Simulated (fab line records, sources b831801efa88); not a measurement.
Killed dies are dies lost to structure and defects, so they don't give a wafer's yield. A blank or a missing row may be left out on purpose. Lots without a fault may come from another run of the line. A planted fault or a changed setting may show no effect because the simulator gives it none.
fab line records | flow sky130
record lots=6 wafers=18 last_day=50
route steps=708 shown METAL4@621 VIA4@639 METAL5@661 PAD_OPEN@708
lots that met no fault: from a run of the same line without faults
start_h: hours from the record's first day to the start of the lot's first wafer shown | wait_h: hours since the lot's step before | " the same as in the row above | L1.1+2: a row that stands for several wafers | - no value, or no start given | * or withheld: withheld | < > ~ a bound
route shown NAME@n: a module of which the file shows steps, and the number in the route of the first | usual: mean/standard deviation of fault-free wafers | same: alike in all rows | chamber/n: place in a boat | sites: the reading at each site | _std_site: their standard deviation | _edge_site: outer sites' mean less inner sites' | radius_mm: how far each site lies from the wafer's centre | mask NAME#n: copy n | behind: the tool/chamber that last shaped the wafer | hold: why the lot was held/for how many hours/how that ended | device: the transistor (n, p or np) that didn't switch | end of line: the same wafers' tests at the end of the route | a step without rows: its recipe alone | killed: dies lost to structure and defects at the first sort, not the wafer's yield | map: a wafer's dies, x killed, . not, _ none there
set.NAME: the setting as run; set.NAME@STEP: as run at that earlier step | model.NAME: the simulator's own value behind a step, which no gauge read
lots at some steps of the route; a table a step, a row a wafer
services: from which hour (start_h, from the record's first day; less than 0 if before it) a tool's chamber was out of use, for how many hours, and why
## steps
# step SKY_METAL4_DEHYDRATE_05
# recipe temp_c=200 time_s=60
# step SKY_METAL4_HMDS_06
# recipe prime_time_s=60 prime_temp_c=120
# step SKY_METAL4_COAT_07
# recipe resist=BARC temp_c=withheld time_s=withheld spin_rpm=3000 resist_thk_nm=60
# step SKY_METAL4_COAT_08
# recipe resist=KrF-thick spin_rpm=3000 resist_thk_nm=1140
# step SKY_METAL4_SOFTBAKE_09
# recipe temp_c=100 time_s=90 resist=KrF-thick
# step SKY_METAL4_EXPOSE_10
# recipe mask_id=MM4 na=0.68 source_shape=annular sigma_inner=0.4 sigma_outer=0.8 target_cd_nm=300 dose_mj=28
# step SKY_METAL4_PEB_11
# recipe peb_temp_c=withheld peb_time_s=withheld resist=KrF-thick
# step SKY_METAL4_DEVELOP_12
# recipe develop_time_s=60 resist=KrF-thick dev_temp_c=21
# step SKY_METAL4_CD_MEAS_13
# recipe target_cd_nm=300
# usual cd_nm=299.1/1.5
# columns lot.wafer tool chamber start_h wait_h cd_nm
L409.4 cd_sem-01 - 1033.19 - 299.4
L409.5 " - " " 297.9
L409.6 " - " " 299.2
L412.2 cd_sem-02 - 1052.52 - 302.8
L412.3 " - " " 303.2
L412.5 " - " " 302.4
L415.1 cd_sem-02 - 1074.72 - 297.1
L415.4 " - " " 296.4
L415.6 " - " " 298.0
L418.1 cd_sem-01 - 1085.98 - 300.1
L418.3 " - " " 299.8
L418.6 " - " " 299.8
L423.2 cd_sem-02 - 1116.85 - 298.1
L423.5 " - " " 298.4
L423.6 " - " " 300.0
L424.1 cd_sem-01 - 1121.33 - 298.3
L424.2 " - " " 298.4
L424.3 " - " " 300.0
# step SKY_METAL4_OVL_MEAS_14
# usual METAL4_OVL=-1/6
# columns lot.wafer tool chamber start_h wait_h METAL4_OVL[nm]
L409.4 overlay-01 - 1033.27 0.1 -1
L409.5 " - " " -4
L409.6 " - " " 8
L412.2 overlay-01 - 1052.62 0.1 -1
L412.3 " - " " -7
L412.5 " - " " -5
L415.1 overlay-02 - 1074.84 0.1 -3
L415.4 " - " " -10
L415.6 " - " " 1
L418.1 overlay-01 - 1086.10 0.1 5
L418.3 " - " " 2
L418.6 " - " " 16
L423.2 overlay-01 - 1116.96 0.1 -4
L423.5 " - " " -7
L423.6 " - " " -1
L424.1 overlay-02 - 1121.45 0.1 -7
L424.2 " - " " -7
L424.3 " - " " -10
# step SKY_METAL4_DESCUM_15
# recipe chemistry=O2 source_power_w=150 bias_power_w=0 pressure_mtorr=10 temp_c=40 time_s=8
# step SKY_METAL4_ETCH_16
# recipe chemistry=N2/H2 target=BARC ion_energy_ev=200 bias_w=100 pressure_mtorr=30 n2_flow_sccm=100 h2_flow_sccm=200 icp_w=500 stop_on=SiO2 time_s=88.2 target_depth_a=600
# step SKY_METAL4_ETCH_17
# recipe target=SiO2 stop_on=TiN chemistry=C4F8/O2/Ar source_w=1500 bias_w=1200 pressure_mtorr=40 c4f8_flow_sccm=withheld O2_flow_sccm=6 Ar_flow_sccm=300 time_s=3.9 target_depth_a=150
# usual oes_product_au=0.754/0.0064
# columns lot.wafer tool chamber start_h wait_h oes_product_au rf_hours_counter_h
L409.4 rie_diel-02 2 1033.42 0.0 0.759 24
L409.5 " 2 " " 0.763 -
L409.6 " 3 " " 0.757 -
L412.2 rie_diel-02 0 1052.78 0.1 0.752 10
L412.3 " 3 " " 0.743 19
L412.5 " 0 " " 0.758 -
L415.1 rie_diel-02 1 1075.00 0.1 0.755 15
L415.4 " 0 " " 0.751 10
L415.6 " 3 " " 0.761 -
L418.1 rie_diel-04 1 1086.27 0.1 0.747 18
L418.3 " 3 " " 0.743 2
L418.6 " 1 " " 0.750 -
L423.2 rie_diel-04 3 1117.12 0.1 0.752 3
L423.5 " 2 " " 0.769 -
L423.6 " 3 " " 0.761 -
L424.1 rie_diel-04 3 1121.62 0.1 0.745 3
L424.2 " 1 " " 0.749 19
L424.3 " 0 " " 0.755 9
# step SKY_METAL4_METAL_ETCH_18
# recipe target_depth_a=8450 stop_on=SiO2 over_etch_frac=0.3 time_s=183.1 chemistry=Cl2/BCl3 resist_sidewall_deg=88 pressure_mtorr=10 icp_w=900 bias_w=48.5 Cl2_flow_sccm=60 bcl3_flow_sccm=30
# usual drypump_motor_current_A=5.8/0.37 oes_product_au=0.866/0.006 throttle_valve_pct=22.264/0.0088
# columns lot.wafer tool chamber start_h wait_h drypump_motor_current_A oes_product_au rf_hours_counter_h throttle_valve_pct
L409.4 rie_metal-01 0 1033.50 0.1 5.9 0.872 - 22.249
L409.5 " 1 " " 6.1 0.858 - 22.259
L409.6 " 0 " " 5.9 0.868 - 22.253
L412.2 rie_metal-01 1 1052.80 0.0 6.1 0.862 22 22.273
L412.3 " 0 " " 5.9 0.855 - 22.260
L412.5 " 0 " " 5.9 0.869 - 22.268
L415.1 rie_metal-04 1 1075.02 0.0 5.0 0.860 14 22.264
L415.4 " 0 " " 5.5 0.873 - 22.277
L415.6 " 1 " " 5.1 0.860 - 22.263
L418.1 rie_metal-01 1 1086.29 0.0 6.1 0.873 24 22.264
L418.3 " 0 " " 5.9 0.870 - 22.275
L418.6 " 0 " " 5.9 0.871 - 22.279
L423.2 rie_metal-01 0 1117.14 0.0 5.9 0.869 22 22.273
L423.5 " 0 " " 5.9 0.868 - 22.268
L423.6 " 1 " " 6.1 0.883 - 22.265
L424.1 rie_metal-01 0 1121.64 0.0 5.9 0.864 22 22.246
L424.2 " 1 " " 6.1 0.864 27 22.259
L424.3 " 0 " " 5.9 0.866 - 22.254
# step SKY_METAL4_STRIP_19
# recipe chemistry=O2/N2 power_w=1400 pressure_mtorr=1500 platen_temp_c=withheld o2_flow_sccm=3000 n2_flow_sccm=300 overash_fraction=0.5
# step SKY_METAL4_STRIP_20
# recipe chemistry=post_etch_residue_remover time_s=1200 temp_c=72.5
# step SKY_METAL4_CLEAN_21
# recipe chemistry=IPA time_s=180 temp_c=25
# step SKY_METAL4_CLEAN_22
# recipe chemistry=O3/DIW dry=n2_spin
# step SKY_VIA4_HDPCVD_00
# recipe material=SiO2 target_thk_nm=1750 sigma_open_frac=0.3 time_s=291.7 temp_c=400 sih4_flow_sccm=60 pressure_mtorr=6
# step SKY_VIA4_THK_MEAS_01
# recipe reads=SiO2_of_VIA4_HDPCVD_00
# usual VIA4_HDPCVD_THK=1756/16
# columns lot.wafer tool chamber start_h wait_h VIA4_HDPCVD_THK[nm]
L409.4 film_metro-02 - 1034.41 0.0 1765
L409.5 " - " " 1740
L409.6 " - " " 1733
L412.2 film_metro-02 - 1053.76 0.1 1759
L412.3 " - " " 1737
L412.5 " - " " 1774
L415.1 film_metro-04 - 1076.01 0.1 1746
L415.4 " - " " 1740
L415.6 " - " " 1727
L418.1 film_metro-04 - 1087.23 0.1 1772
L418.3 " - " " 1760
L418.6 " - " " 1781
L423.2 film_metro-02 - 1118.13 0.1 1736
L423.5 " - " " 1740
L423.6 " - " " 1767
L424.1 film_metro-02 - 1122.58 0.1 1782
L424.2 " - " " 1752
L424.3 " - " " 1770
# step SKY_VIA4_CMP_02
# recipe material=SiO2 down_force_psi=4 platen_rpm=60 pad_velocity_m_s=0.94248
# step SKY_VIA4_BOW_MEAS_03
# recipe mode=bow
# usual VIA4_BOW=81/8.4
# columns lot.wafer tool chamber start_h wait_h VIA4_BOW[um]
L409.4 film_metro-02 - 1034.80 0.2 83
L409.5 " - " " 82
L409.6 " - " " 76
L412.2 film_metro-04 - 1054.17 0.2 89
L412.3 " - " " 94
L412.5 " - " " 79
L415.1 film_metro-04 - 1076.37 0.2 78
L415.4 " - " " 67
L415.6 " - " " 64
L418.1 film_metro-03 - 1087.59 0.1 81
L418.3 " - " " 75
L418.6 " - " " 67
L423.2 film_metro-03 - 1118.50 0.2 69
L423.5 " - " " 88
L423.6 " - " " 88
L424.1 film_metro-03 - 1122.94 0.1 77
L424.2 " - " " 93
L424.3 " - " " 88
# step SKY_VIA4_DEHYDRATE_04
# recipe temp_c=200 time_s=60
# step SKY_VIA4_HMDS_05
# recipe prime_time_s=60 prime_temp_c=120
# step SKY_VIA4_COAT_06
# recipe resist=NOVOLAK spin_rpm=3000 resist_thk_nm=1140
# step SKY_VIA4_SOFTBAKE_07
# recipe temp_c=90 time_s=60 resist=NOVOLAK
# step SKY_VIA4_EXPOSE_08
# recipe mask_id=VIM4 na=0.6 source_shape=conventional sigma_outer=0.6 polarization=unpolarized target_cd_nm=800 dose_mj=132
# step SKY_VIA4_PEB_09
# recipe temp_c=withheld time_s=* resist=NOVOLAK
# step SKY_VIA4_DEVELOP_10
# recipe resist=NOVOLAK developer=TMAH develop_time_s=60 dev_temp_c=23
# step SKY_VIA4_OVL_MEAS_11
# usual VIA4_OVL=0.6/1.4
# columns lot.wafer tool chamber start_h wait_h VIA4_OVL[nm]
L409.4 overlay-02 - 1057.16 0.1 -0.3
L409.5 " - " " -1.4
L409.6 " - " " 1.0
L412.2 overlay-01 - 1076.16 0.1 -0.8
L412.3 " - " " 2.1
L412.5 " - " " -0.7
L415.1 overlay-02 - 1097.72 0.1 1.4
L415.4 " - " " 0.2
L415.6 " - " " 0.2
L418.1 overlay-01 - 1107.45 0.1 0.3
L418.3 " - " " 1.8
L418.6 " - " " -0.7
L423.2 overlay-01 - 1137.47 0.1 -1.3
L423.5 " - " " -0.5
L423.6 " - " " -1.4
L424.1 overlay-02 - 1142.20 0.1 2.4
L424.2 " - " " 2.4
L424.3 " - " " 1.0
# step SKY_VIA4_ETCH_12
# recipe target=SiO2 chemistry=C4F8/O2/Ar stop_on=TiN mask_material=NOVOLAK source_w=1500 bias_w=1200 pressure_mtorr=40 c4f8_flow_sccm=withheld O2_flow_sccm=6 Ar_flow_sccm=300 time_s=withheld target_depth_a=5800
# step SKY_VIA4_STRIP_13
# recipe chemistry=O2/N2 power_w=1400 pressure_mtorr=1500 platen_temp_c=withheld o2_flow_sccm=3000 n2_flow_sccm=300 overash_fraction=0.5
# usual drypump_motor_current_A=5.7/0.35 oes_product_au=0.710/0.0043 strip_time_to_endpoint_s=12.806/0.027
# columns lot.wafer tool chamber start_h wait_h drypump_motor_current_A oes_product_au rf_hours_counter_h strip_time_to_endpoint_s
L409.4 plasma_asher-04 0 1057.29 - 5.3 0.711 - 12.831
L409.5 " 0 " " 5.3 0.710 - 12.775
L409.6 " 1 " " 5.6 0.706 - 12.804
L412.2 plasma_asher-02 1 1076.26 - 5.2 0.706 66 12.773
L412.3 " 1 " " 5.2 0.710 - 12.789
L412.5 " 1 " " 5.2 0.710 - 12.814
L415.1 plasma_asher-04 1 1097.82 - 5.6 0.712 36 12.825
L415.4 " 1 " " 5.6 0.713 - 12.838
L415.6 " 1 " " 5.7 0.718 - 12.800
L418.1 plasma_asher-03 0 1107.56 - 6.0 0.708 4 12.847
L418.3 " 0 " " 6.0 0.713 - 12.863
L418.6 " 1 " " 5.7 0.718 - 12.781
L423.2 plasma_asher-03 0 1137.58 - 6.0 0.707 8 12.756
L423.5 " 1 " " 5.6 0.706 - 12.813
L423.6 " 0 " " 6.0 0.709 - 12.842
L424.1 plasma_asher-04 0 1142.31 - 5.3 0.705 41 12.846
L424.2 " 1 " " 5.7 0.709 41 12.780
L424.3 " 1 " " 5.7 0.714 - 12.795
# step SKY_VIA4_STRIP_14
# recipe chemistry=post_etch_residue_remover time_s=1200 temp_c=72.5
# step SKY_VIA4_CLEAN_15
# recipe chemistry=IPA time_s=180 temp_c=25
# step SKY_VIA4_CLEAN_16
# recipe chemistry=O3/DIW dry=n2_spin
# step SKY_VIA4_SPUTTER_17
# recipe material=TiN target_thk_nm=20 chamber_pressure_pa=5 power_w=4000 time_s=80
# step SKY_VIA4_CVD_18
# recipe material=W target_thk_nm=505 time_s=152.14 temp_c=400 pressure_torr=40
# usual heater_power_outer_w=498/20 heater_power_w=835/47
# columns lot.wafer tool chamber start_h wait_h heater_power_outer_w heater_power_w
L409.4 cvd_w-02 0 1057.96 0.1 478 778
L409.5 " 1 " " 525 887
L409.6 " 0 " " 474 768
L412.2 cvd_w-02 0 1076.93 0.0 478 779
L412.3 " 0 " " 485 768
L412.5 " 0 " " 472 792
L415.1 cvd_w-01 1 1098.48 0.0 520 849
L415.4 " 0 " " 476 822
L415.6 " 1 " " 496 843
L418.1 cvd_w-01 1 1108.27 0.0 501 852
L418.3 " 1 " " 498 844
L418.6 " 1 " " 500 861
L423.2 cvd_w-01 1 1138.23 0.0 505 872
L423.5 " 1 " " 504 854
L423.6 " 0 " " 495 827
L424.1 cvd_w-02 1 1142.97 0.0 509 895
L424.2 " 0 " " 485 750
L424.3 " 0 " " 474 780
# step SKY_VIA4_RS_MEAS_19
# recipe thk_meas_gauge=four-point-probe reads=W_of_VIA4_CVD_18+TiN_of_VIA4_SPUTTER_17
# usual VIA4_W_RS=0.2256/0.0025
# columns lot.wafer tool chamber start_h wait_h VIA4_W_RS[ohm/sq]
L409.4 film_metro-04 - 1058.12 0.1 0.2242
L409.5 " - " " 0.2241
L409.6 " - " " 0.2251
L412.2 film_metro-04 - 1077.10 0.1 0.2224
L412.3 " - " " 0.2231
L412.5 " - " " 0.2231
L415.1 film_metro-03 - 1098.63 0.1 0.2283
L415.4 " - " " 0.2255
L415.6 " - " " 0.2271
L418.1 film_metro-04 - 1108.42 0.1 0.2279
L418.3 " - " " 0.2274
L418.6 " - " " 0.2303
L423.2 film_metro-02 - 1138.40 0.1 0.2273
L423.5 " - " " 0.2288
L423.6 " - " " 0.2236
L424.1 film_metro-03 - 1143.12 0.1 0.2220
L424.2 " - " " 0.2208
L424.3 " - " " 0.2215
# step SKY_VIA4_THK_MEAS_20
# recipe thk_meas_gauge=xrf reads=W_of_VIA4_CVD_18
# usual VIA4_W_THK=502/6.2
# columns lot.wafer tool chamber start_h wait_h VIA4_W_THK[nm]
L409.4 film_metro-04 - 1058.21 0.1 498
L409.5 " - " " 503
L409.6 " - " " 499
L412.2 film_metro-04 - 1077.21 0.1 508
L412.3 " - " " 503
L412.5 " - " " 504
L415.1 film_metro-03 - 1098.75 0.1 498
L415.4 " - " " 505
L415.6 " - " " 500
L418.1 film_metro-04 - 1108.54 0.1 498
L418.3 " - " " 500
L418.6 " - " " 491
L423.2 film_metro-02 - 1138.51 0.1 497
L423.5 " - " " 491
L423.6 " - " " 506
L424.1 film_metro-03 - 1143.24 0.1 512
L424.2 " - " " 514
L424.3 " - " " 516
# step SKY_VIA4_CMP_21
# recipe stop_on=SiO2 t_overpolish_s=25 down_force_psi=3.5 platen_rpm=60 target_thk_nm=0 pad_velocity_m_s=0.94248
# usual motor_current_A=10.9/1 overpolish_run_s=25.000/0.0085 time_to_endpoint_s=123/3.3
# columns lot.wafer tool chamber start_h wait_h motor_current_A overpolish_run_s time_to_endpoint_s
L409.4 cmp-01 2 1058.29 0.1 12.5 24.989 124
L409.6 " 1 " " 10.9 24.993 129
L409.5 " 2 " " 12.8 24.993 125
L412.3 cmp-02 2 1077.26 0.0 9.1 24.994 128
L412.2 " 0 " " 9.7 24.981 131
L412.5 " 2 " " 9.6 24.992 129
L415.4 cmp-02 2 1098.81 0.0 9.3 24.994 118
L415.1 " 0 " " 11.1 25.003 120
L415.6 " 2 " " 8.8 25.006 117
L418.3 cmp-01 1 1108.70 0.1 11.1 25.000 123
L418.1 " 2 " " 11.8 24.998 122
L418.6 " 3 " " 11.0 25.013 118
L423.2 cmp-01 1 1138.63 0.1 10.6 25.006 129
L423.5 " 0 " " 12.4 24.990 122
L423.6 " 1 " " 11.5 24.989 127
L424.2 cmp-02 2 1143.35 0.1 9.4 25.006 123
L424.1 " 3 " " 10.0 24.998 123
L424.3 " 0 " " 10.2 24.999 126
# step SKY_METAL5_SPUTTER_00
# recipe material=Ti target_thk_nm=15 power_w=3000 time_s=10 chamber_pressure_pa=0.4
# step SKY_METAL5_SPUTTER_01
# recipe material=TiN target_thk_nm=20 power_w=6500 time_s=16.7 chamber_pressure_pa=0.4
# usual throttle_valve_pct=30.2/1.3
# columns lot.wafer tool chamber start_h wait_h throttle_valve_pct
L409.4 pvd_sputter-03 - 1058.56 0.0 31.3
L409.5 " - " " 29.5
L409.6 " - " " 32.9
L412.2 pvd_sputter-04 - 1077.58 0.0 31.8
L412.3 " - " " 28.3
L412.5 " - " " 29.5
L415.1 pvd_sputter-03 - 1099.13 0.0 31.2
L415.4 " - " " 29.6
L415.6 " - " " 31.5
L418.1 pvd_sputter-04 - 1108.93 0.0 28.3
L418.3 " - " " 29.6
L418.6 " - " " 29.7
L423.2 pvd_sputter-01 - 1138.90 0.0 31.4
L423.5 " - " " 31.3
L423.6 " - " " 30.1
L424.1 pvd_sputter-04 - 1143.62 0.0 29.8
L424.2 " - " " 29.6
L424.3 " - " " 28.4
# step SKY_PAD_OPEN_PROBE_99
# usual defect_limited_yield=82.5/2 killed_at_M0_to_M3=43/7.1 killed_at_M4_up=3.3/2 killed_at_contacts=24/5.1 killed_at_front_end=15/4.6 killed_at_other=0.3/0.6 killed_dies=86/9.6 killed_open=46/7.3 killed_short=39/6.7 sort_bin_3_pad_short=0.9/0.44 sort_bin_5_function=10.4/1.5 sort_bin_6_memory=6.2/1.1 sort_n_pass=406/9.6 sort_yield_pct=82.5/2
# same gross_dies=492 killed_at_back_side=0 sort_bin_4_leakage[%]=0 sort_bin_8_speed[%]=0
# columns lot.wafer tool chamber start_h wait_h defect_limited_yield[%] killed_at_M0_to_M3 killed_at_M4_up killed_at_contacts killed_at_front_end killed_at_other killed_dies killed_open killed_short sort_bin_3_pad_short[%] sort_bin_5_function[%] sort_bin_6_memory[%] sort_n_pass sort_yield_pct[%] model.etest.tester.sort_n_pass model.etest.tester.sort_yield_pct model.etest.tester.sort_bin_5_pct model.etest.tester.sort_bin_3_pct
L412.2 prober-01 - 1142.70 0.1 69.1 44 72 21 14 1 152 51 32 4.5 19.7 6.7 340 69.1 340 69.11 19.72 4.472
L412.3 prober-01 - 1142.75 0.2 84.1 44 3 16 13 2 78 30 47 1.6 8.5 5.7 414 84.1 414 84.15 8.537 1.626
L412.5 prober-01 - 1142.85 0.2 70.1 37 77 15 18 0 147 46 33 4.9 17.9 7.1 345 70.1 345 70.12 17.89 4.878
L415.4 prober-02 - 1160.58 0.2 71.1 44 66 17 15 0 142 42 36 4.5 17.9 6.5 350 71.1 350 71.14 17.89 4.472
L418.1 prober-01 - 1168.58 0.1 81.5 35 6 21 29 0 91 51 40 0.4 12.4 5.7 401 81.5 401 81.5 12.4 0.4065
L423.2 prober-02 - 1193.98 0.1 81.9 45 5 28 11 0 89 37 52 1.2 8.3 8.5 403 81.9 403 81.91 8.333 1.22
L423.5 prober-02 - 1194.13 0.2 83.5 38 2 16 25 0 81 37 44 1.0 8.5 6.9 411 83.5 411 83.54 8.537 1.016
L423.6 prober-02 - 1194.18 0.2 83.9 42 4 20 12 1 79 36 43 0.8 9.6 5.7 413 83.9 413 83.94 9.553 0.813
L424.1 prober-01 - 1197.63 0.1 81.9 42 3 28 15 1 89 45 44 0.8 10.8 6.5 403 81.9 403 81.91 10.77 0.813
L424.2 prober-01 - 1197.68 0.1 86.6 32 1 20 13 0 66 39 27 0.8 7.9 4.7 426 86.6 426 86.59 7.927 0.813
L424.3 prober-01 - 1197.73 0.2 78.7 44 3 32 26 0 105 53 52 1.0 12.2 8.1 387 78.7 387 78.66 12.2 1.016
# killed by level:class
L412.2 METAL4:unspecified=68 VIA2:geometric_particle:open=9 LI_CONTACT:geometric_particle:open=8 VIA1:geometric_particle:open=8 VIA3:geometric_particle:open=7 POLY_GATE:geometric_particle:open=6 CONTACT:geometric_particle:open=5 VIA2:geometric_particle:short=5
L412.3 VIA1:geometric_particle:open=10 VIA1:geometric_particle:short=10 METAL2:geometric_particle:short=9 LOCAL_INTERCONNECT:geometric_particle:short=7 POLY_GATE:geometric_particle:short=4 VIA3:geometric_particle:open=4 POLY_GATE:geometric_particle:open=3 VIA2:geometric_particle:open=3
L412.5 METAL4:unspecified=68 VIA1:geometric_particle:open=11 CONTACT:geometric_particle:open=10 POLY_GATE:geometric_particle:open=6 METAL4:geometric_particle:short=6 METAL1:geometric_particle:open=5 METAL2:geometric_particle:short=5 VIA1:geometric_particle:short=4
L415.4 METAL4:unspecified=64 VIA2:geometric_particle:open=10 LI_CONTACT:geometric_particle:open=8 VIA1:geometric_particle:open=7 LOCAL_INTERCONNECT:geometric_particle:short=6 METAL3:geometric_particle:short=6 METAL2:geometric_particle:short=5 POLY_CUT:geometric_particle:open=4
L418.1 FIELD_ISO:geometric_particle:open=11 VIA1:geometric_particle:open=9 CONTACT:geometric_particle:open=7 FIELD_ISO:geometric_particle:short=5 LI_CONTACT:geometric_particle:short=5 POLY_GATE:geometric_particle:short=5 VIA2:geometric_particle:open=5 CONTACT:geometric_particle:short=4
L423.2 CONTACT:geometric_particle:short=9 VIA1:geometric_particle:open=9 METAL1:geometric_particle:short=8 LI_CONTACT:geometric_particle:open=7 POLY_GATE:geometric_particle:short=6 METAL2:geometric_particle:short=6 METAL3:geometric_particle:short=6 VIA3:geometric_particle:open=6
L423.5 POLY_GATE:geometric_particle:short=7 LOCAL_INTERCONNECT:geometric_particle:short=6 METAL1:geometric_particle:short=6 METAL2:geometric_particle:short=6 POLY_GATE:geometric_particle:open=5 CONTACT:geometric_particle:open=5 VIA3:geometric_particle:open=5 FIELD_ISO:geometric_particle:open=4
L423.6 METAL2:geometric_particle:short=8 METAL1:geometric_particle:short=7 VIA1:geometric_particle:open=7 FIELD_ISO:geometric_particle:open=5 LOCAL_INTERCONNECT:geometric_particle:short=5 CONTACT:geometric_particle:open=5 METAL3:geometric_particle:short=5 VIA2:geometric_particle:open=4
L424.1 CONTACT:geometric_particle:open=12 VIA1:geometric_particle:open=7 VIA3:geometric_particle:open=7 VIA1:geometric_particle:short=6 LI_CONTACT:geometric_particle:open=6 METAL2:geometric_particle:short=6 FIELD_ISO:geometric_particle:short=4 VIA3:geometric_particle:short=4
L424.2 CONTACT:geometric_particle:open=9 LI_CONTACT:geometric_particle:open=6 VIA2:geometric_particle:open=6 VIA1:geometric_particle:open=5 FIELD_ISO:geometric_particle:open=4 METAL1:geometric_particle:short=4 METAL2:geometric_particle:short=4 FIELD_ISO:geometric_particle:short=3
L424.3 CONTACT:geometric_particle:open=13 VIA1:geometric_particle:open=9 POLY_GATE:geometric_particle:short=8 LI_CONTACT:geometric_particle:open=8 POLY_GATE:geometric_particle:open=6 VIA2:geometric_particle:open=6 FIELD_ISO:geometric_particle:short=5 METAL1:geometric_particle:short=5
# map L412.2 (x killed, . not)
__________.....x...._________
________.......x....x._______
______x...x..x.........._____
_____x.......x......x.x..____
____..x................x..___
___.......x.x...x...x..x...__
__.xx.xxxxx.x.x..x.....xx..x_
_....x.xxxxxx.x.............x
_.....xxxxxxxxx.x............
_x.xxxxxxxxxxxx.......x...x..
_.x.xxxxxxxxxxxxx.xx.........
_xx...xxxxxxxxxx..x......xxx.
_....x.xxxxxxxxx...xx.....x..
_xx....xx.xxxx.xx.....x....x.
_....x..x..xx......x....xx..x
__....x............x........_
___....x......x.......x..xx__
____.xx......x..xx......xx___
_____........x.x.x...x...____
______...x...........xx._____
________.............._______
__________....x.x..._________
# map L415.4 (x killed, . not)
__________..x....xx._________
________.x..xx.....x.._______
______.........x..x...x._____
_____x.......x.....x.....____
____...........x.x........___
___......xxx..x....x.......__
__.......xxxx.x....x........_
_x...xxxxxxxxx.x...x.x..x..xx
_...xxxxxxxxxxx.....x...x..x.
_.x..xxxxxxxxxxx.............
_.xx.xxxxxxxxxxxxx...........
_.....xxxxxxxxx..x.......xx..
_..x.x.xxxxx.xx...xx.......x.
_.....x.xxxx.x........x....x.
_..x.....x..x................
__...xx....x..............xx_
___............x.....xx....__
____....x.......x...x...x.___
_____.......x....x.x..x..____
______.......x..x..x..x._____
________........x..x.._______
__________..x.....x._________
## services
# columns tool chamber start_h hours kind
cmp-02 - 1026.43 2.1 repair
plasma_asher-03 - 1026.99 1.8 repair
cmp-01 - 1036.35 3.8 repair
cmp-01 - 1036.82 4.3 repair
cmp-01 - 1038.90 1.0 repair
rie_diel-02 2 1042.07 14.4 repair
pvd_sputter-03 - 1049.97 4.4 repair
pvd_sputter-04 2 1051.50 - consumable_replace:kit
pvd_sputter-04 2 1051.50 18.0 scheduled_down
pvd_sputter-04 2 1051.50 18.0 vent_cycle
plasma_asher-03 - 1055.25 9.0 pm
rie_metal-01 - 1055.58 0.8 repair
pvd_sputter-03 - 1068.77 4.7 repair
rie_diel-04 3 1070.92 5.0 repair
cmp-01 - 1085.44 4.0 pm
cmp-01 - 1089.44 - consumable_replace:conditioner
cmp-01 - 1089.44 - consumable_replace:pad
rie_diel-04 - 1098.04 0.7 repair
pvd_sputter-03 - 1102.18 4.7 repair
rie_metal-01 - 1104.86 2.8 pm
plasma_asher-02 - 1117.44 18.1 repair
rie_diel-04 3 1132.54 9.9 repair
plasma_asher-02 - 1138.53 28.1 pm
cvd_w-01 - 1143.07 14.6 pm
## key
first_sign step=SKY_PAD_OPEN_PROBE_99 reading=killed_at_M4_up direction=up sigmas=34 usual=3.3 struck=71.7
effect step=SKY_PAD_OPEN_PROBE_99 reading=sort_bin_3_pad_short direction=up sigmas=8.4 usual=0.9 struck=4.6
model_effect step=SKY_PAD_OPEN_PROBE_99 value=etest.tester.sort_n_pass without=403.7 struck=345
met_at SKY_METAL4_ETCH_17
struck_wafers L412.2,L412.5,L415.4
fault kind=chamber_particle_source tool=rie_diel-02 chamber=0 onset_h=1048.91 steps=SKY_METAL4_ETCH_17 rate_per_visit_cm2=1.7724 end_h=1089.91
